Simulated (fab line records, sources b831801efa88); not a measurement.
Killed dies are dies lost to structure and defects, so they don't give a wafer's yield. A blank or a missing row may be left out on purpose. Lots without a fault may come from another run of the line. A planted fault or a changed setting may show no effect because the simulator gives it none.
Problem report in the 8D (eight disciplines) form, filled by code | flow gf180mcu | the parts of the form that need people (team, actions taken, sign-off) are left out

1. THE PROBLEM
oes_product_au at GF_M5_ETCH_09 reads a mean of 0.373 a.u. on 4 wafers of 2 lots; wafers without a fault read 0.997 a.u. with a standard deviation of 0.013. That is -48 standard deviations from the usual mean.
The step: etches Si3N4 in CF4/O2, target depth 52 nm, time 11.6 s.
First seen on wafer L394.3, day 31 21:44, on rie_diel-01. The record holds 40 wafers of 14 lots with a number at this step. Rule for "out", or "out of limits": more than 4 standard deviations from the usual mean. The other wafers with a number count as sound.

2. WHAT IT IS AND WHAT IT IS NOT
question                    | is                                 | is not
which readings at this step | oes_product_au, throttle_valve_pct | drypump_motor_current_A
which lots                  | L394, L395                         | L375, L376, L377, L379, L382, L383, L386, L387, L388, L389, L390, L391
which wafers of those lots  | all that have a number             | -
read on which tools         | rie_diel-01, rie_diel-03           | rie_diel-02
when                        | from day 31 21:44                  | up to then (36 sound wafers)

3. SUSPECTS, AND WHAT RULES EACH OUT
Counting: a tool at a process step up to the reading stays a suspect if it ran every lot that is out and no sound lot after the first of them.
- pvd_sputter-04 at GF_MIM_SPUTTER_03 (material Ti, target thk 10 nm, time 6.7 s): kept. It ran every lot that is out, first L394 (day 30 10:10), and no sound lot after that; its last sound lot up to then is L391 (day 29 10:38).
- krf_scanner-01 at GF_M5_EXPOSE_04 (exposes mask Metal5, target cd 280 nm): kept. It ran every lot that is out, first L394 (day 31 13:59), and no sound lot after that; its last sound lot up to then is L388 (day 29 21:24).
Left after counting: pvd_sputter-04 at GF_MIM_SPUTTER_03, krf_scanner-01 at GF_M5_EXPOSE_04.

4. THE CAUSE (what the simulator had put in)
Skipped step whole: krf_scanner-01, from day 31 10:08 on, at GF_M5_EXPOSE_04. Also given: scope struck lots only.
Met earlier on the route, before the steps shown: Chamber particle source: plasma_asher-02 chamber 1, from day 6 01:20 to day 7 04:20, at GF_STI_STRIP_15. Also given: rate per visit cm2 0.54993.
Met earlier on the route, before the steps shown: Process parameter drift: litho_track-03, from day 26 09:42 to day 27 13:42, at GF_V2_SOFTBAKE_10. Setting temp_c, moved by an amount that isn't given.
Counting left 2 suspects, and this tool is among them.

5. THE CHAIN OF EFFECTS, in route order
Each row: a reading whose mean over the struck wafers that have a number lies more than 3 standard deviations from the usual. Only readings for which the record gives a usual standard deviation are gone through. hours: the time from each lot's start at the first step in this table that gives one to its start at this step, as a median over the lots. sigmas: the change in usual standard deviations.
hours | step          | reading            | usual      | on struck wafers | change | sigmas
0     | GF_M5_ETCH_09 | oes_product_au     | 0.997 a.u. | 0.373            | -0.623 | -48
0     | GF_M5_ETCH_09 | throttle_valve_pct | 5.968 %    | 5.788            | -0.180 | -19
The process steps in it:
- GF_M5_ETCH_09: etches Si3N4 in CF4/O2, target depth 52 nm, time 11.6 s.
Readings that are blank on the struck wafers while sound wafers have them: exposure_dose_mJ_cm2 at GF_M5_EXPOSE_04; focus_offset_nm at GF_M5_EXPOSE_04.

6. WHAT WOULD HAVE CAUGHT IT SOONER
In this record the first reading out of limits was taken at day 31 21:44, 12 hours after the fault began at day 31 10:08.
At GF_M5_EXPOSE_04 the tool's readings are blank on the struck wafers, where sound wafers have them: an empty tool record is the first sign, and it was there at once.
All the lots that are out (2) had begun GF_M5_EXPOSE_04 on krf_scanner-01 by day 31 21:44. A hold on the tool at that time would have spared none of them.
